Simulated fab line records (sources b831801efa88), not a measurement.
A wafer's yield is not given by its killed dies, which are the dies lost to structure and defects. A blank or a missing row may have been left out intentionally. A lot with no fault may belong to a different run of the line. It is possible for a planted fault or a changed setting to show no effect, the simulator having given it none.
What tool caused it?    flow sky130    13 lots, 39 wafers sampled, at 7 steps of a route of 708

WHAT THE GAUGES READ, wafer by wafer
SKY_FIELD_ISO_THK_MEAS_04.
lot   measured     on             FIELD_ISO_CVD_03_THK (nm)
L227  day 1 19:22  film-metro-04  162.6 162.4 162.8
L230  day 2 09:29  film-metro-02  165.8 164.4 165.1
L231  day 2 17:23  film-metro-03  166.4 167.7 167.0
L232  day 2 19:29  film-metro-03  165.5 165.7 166.1
L237  day 3 21:45  film-metro-04  164.9 166.5 165.8
L238  day 4 04:10  film-metro-03  164.8 165.0 164.7
L240  day 4 13:50  film-metro-03  165.8 164.4 164.8
L242  day 5 00:34  film-metro-03  164.9 164.2 165.6
L243  day 5 03:25  film-metro-04  163.5 165.0 165.7
L245  day 5 12:29  film-metro-04  164.6 164.6 164.9
L246  day 5 18:16  film-metro-04  163.9 163.8 165.4
L247  day 5 22:42  film-metro-04  165.8 165.8 165.9
L248  day 6 05:20  film-metro-04  167.3 166.1 167.1

SKY_VT_ADJUST_NCORE_CD_MEAS_07: target cd 380 nm.
lot   measured      on         cd-nm (nm)
L227  day 8 20:52   cd-sem-02  379.9 381.2 379.2
L230  day 9 19:40   cd-sem-01  381.3 380.8 380.2
L231  day 10 02:23  cd-sem-01  383.1 385.5 381.0
L232  day 10 03:16  cd-sem-01  - - -
L237  day 12 01:01  cd-sem-01  380.5 377.7 378.4
L238  day 12 04:56  cd-sem-02  374.2 374.8 375.8
L240  day 12 17:10  cd-sem-01  380.3 380.8 380.3
L242  day 13 07:59  cd-sem-02  381.8 380.7 380.6
L243  day 13 11:38  cd-sem-02  382.4 379.7 380.8
L245  day 14 15:52  cd-sem-01  378.9 378.6 380.1
L246  day 14 09:44  cd-sem-01  383.6 383.3 382.5
L247  day 14 14:04  cd-sem-01  383.7 383.8 386.0
L248  day 14 23:40  cd-sem-01  381.2 382.0 381.2

SKY_VT_ADJUST_NCORE_TW_MEAS_11.
lot   measured      on             VT_ADJUST_NCORE_TW
L227  day 8 21:16   film-metro-03  218.4 218.7 218.6
L230  day 9 20:05   film-metro-04  219.5 219.2 219.7
L231  day 10 02:47  film-metro-02  222.3 222.2 222.9
L232  day 10 03:40  film-metro-04  29.9 30.1 30.1
L237  day 12 01:25  film-metro-03  219.7 218.3 219.0
L238  day 12 05:20  film-metro-04  220.8 220.2 219.3
L240  day 12 17:33  film-metro-03  218.0 219.2 218.4
L242  day 13 08:23  film-metro-04  220.4 220.9 220.7
L243  day 13 12:02  film-metro-02  224.2 222.6 224.0
L245  day 14 16:16  film-metro-04  219.9 220.3 220.1
L246  day 14 10:08  film-metro-02  221.8 221.1 222.6
L247  day 14 14:28  film-metro-04  220.3 220.3 219.7
L248  day 15 00:04  film-metro-02  221.2 220.5 221.5

SKY_VT_ADJUST_HVTR_TW_MEAS_11.
lot   measured      on             VT_ADJUST_HVTR_TW
L227  day 9 18:19   film-metro-01  207.6 208.7 207.7
L230  day 10 18:37  film-metro-02  214.3 213.4 213.4
L231  day 11 00:59  film-metro-04  212.7 213.3 211.8
L232  day 11 03:04  film-metro-02  266.8 267.0 266.6
L237  day 13 02:13  film-metro-02  216.1 216.2 214.6
L238  day 13 06:32  film-metro-04  212.5 211.5 212.1
L240  day 13 18:47  film-metro-04  211.9 212.9 212.7
L242  day 14 09:37  film-metro-04  211.6 213.0 212.1
L243  day 14 13:42  film-metro-01  209.5 210.2 209.6
L245  day 15 19:43  film-metro-01  209.5 209.3 210.0
L246  day 15 13:27  film-metro-01  208.9 209.6 209.0
L247  day 15 18:01  film-metro-01  210.4 209.2 209.0
L248  day 16 03:28  film-metro-02  213.0 212.4 212.0

SKY_LDD_N_OVL_MEAS_07.
lot   measured      on          LDD_N_OVL (nm)
L227  day 17 22:16  overlay-02  0.2 1.0 -1.2
L230  day 19 08:34  overlay-02  -1.2 -0.7 -1.8
L231  day 19 18:46  overlay-01  -2.0 -1.6 -2.1
L232  day 19 18:22  overlay-02  -1.0 -1.3 -2.1
L237  day 21 23:46  overlay-02  -2.0 -0.3 -1.0
L238  day 22 06:34  overlay-01  -0.9 -1.1 -3.5
L240  day 23 01:26  overlay-01  0.7 0.0 0.8
L242  day 23 13:19  overlay-01  -0.9 -1.0 -0.6
L243  day 24 00:22  overlay-01  -1.3 0.6 0.4
L245  day 25 06:01  overlay-01  -1.2 -1.6 -0.8
L246  day 24 20:34  overlay-01  0.8 0.4 1.3
L247  day 25 03:49  overlay-01  -0.3 1.1 -1.6
L248  day 25 12:40  overlay-02  0.7 2.2 0.5

EACH LOT AND THE TOOL THAT RAN IT (in order: tool; ch and the chambers of the sampled wafers; start)
lot   SKY_VT_ADJUST_NCORE_EXPOSE_04        SKY_VT_ADJUST_HVTR_STRIP_10
L227  iline-stepper-02 ch 0, day 8 10:35   plasma-asher-01 ch 0,1, day 9 18:13
L230  iline-stepper-01 ch 0, day 9 08:55   plasma-asher-04 ch 0,1, day 10 18:31
L231  iline-stepper-01 ch 0, day 9 15:02   plasma-asher-01 ch 0,1, day 11 00:52
L232  iline-stepper-02 ch 0, day 9 15:44   plasma-asher-01 ch 0,1, day 11 02:58
L237  iline-stepper-02 ch 0, day 11 12:25  plasma-asher-01 ch 0,1, day 13 02:07
L238  iline-stepper-01 ch 0, day 11 16:31  plasma-asher-03 ch 0,1, day 13 06:25
L240  iline-stepper-01 ch 0, day 12 05:18  plasma-asher-03 ch 0,1, day 13 18:42
L242  iline-stepper-02 ch 0, day 12 19:22  plasma-asher-04 ch 0,1, day 14 09:30
L243  iline-stepper-02 ch 0, day 12 23:20  plasma-asher-01 ch 0,1, day 14 13:35
L245  iline-stepper-02 ch 0, day 14 04:08  plasma-asher-03 ch 0, day 15 19:37
L246  iline-stepper-01 ch 0, day 13 21:01  plasma-asher-04 ch 0,1, day 15 13:20
L247  iline-stepper-01 ch 0, day 14 01:37  plasma-asher-03 ch 0,1, day 15 17:55
L248  iline-stepper-02 ch 0, day 14 10:43  plasma-asher-03 ch 0,1, day 16 03:22
- SKY_VT_ADJUST_NCORE_EXPOSE_04: exposes mask LVTN COMPLEMENT THIN, target cd 380 nm.
- SKY_VT_ADJUST_HVTR_STRIP_10: strips in O2/N2.

WHAT THE TOOLS THEMSELVES READ (means of the sampled wafers that have a number; where no wafer has one, the mark that the record gives instead)
SKY_VT_ADJUST_HVTR_STRIP_10.
lot   tool             drypump-motor-current-A (A)  oes-product-au (a.u.)  strip-time-to-endpoint-s (s)
L227  plasma-asher-01  6.07                         0.716                  14.21
L230  plasma-asher-04  5.96                         0.721                  14.19
L231  plasma-asher-01  5.85                         0.714                  14.19
L232  plasma-asher-01  5.86                         0.716                  14.21
L237  plasma-asher-01  5.87                         0.716                  14.22
L238  plasma-asher-03  6.00                         0.721                  14.20
L240  plasma-asher-03  6.01                         0.714                  14.21
L242  plasma-asher-04  5.93                         0.718                  14.18
L243  plasma-asher-01  5.86                         0.719                  14.21
L245  plasma-asher-03  5.66                         0.713                  14.20
L246  plasma-asher-04  5.99                         0.714                  14.15
L247  plasma-asher-03  5.99                         0.714                  14.25
L248  plasma-asher-03  5.81                         0.718                  14.19

THE ANSWER, worked out from the rows above alone
Rule: what is usual is taken from the lots themselves. Put in order of their means at a reading, lots are off if they are a third of the lots or fewer, leave a main group of 4 or more, and stand apart from it by a gap of 3 or more times the standard deviation of the main group's means; of several such gaps the widest counts. A main group is skipped when, at the precision printed for the reading in the tables above, its means are all equal. Also off: a lot with no number at a reading for which 4 or more lots have one. All remaining lots with rows at the step are treated as sound. The gauges are gone through in route order, then the tools' own readings, and for those a lot's mean is taken as printed above. At the first step where some lot is off, the reading lying furthest off is the one used; lots without a number count as furthest.
Off at SKY_VT_ADJUST_NCORE_CD_MEAS_07 (cd-nm): L232. Without a number there: L232. The main group has a mean of 380.7 nm with a standard deviation of 2.4.
A tool fits if, at a process step before that reading, it ran every lot that is off, and no sound lot after the first of them. The gauges at SKY_VT_ADJUST_NCORE_CD_MEAS_07 aren't tried: what is off there is off at SKY_VT_ADJUST_NCORE_TW_MEAS_11 too, on other tools, and a gauge's error can't cause that. No candidate that was tried fits.

WHAT THE SIMULATOR PUT IN
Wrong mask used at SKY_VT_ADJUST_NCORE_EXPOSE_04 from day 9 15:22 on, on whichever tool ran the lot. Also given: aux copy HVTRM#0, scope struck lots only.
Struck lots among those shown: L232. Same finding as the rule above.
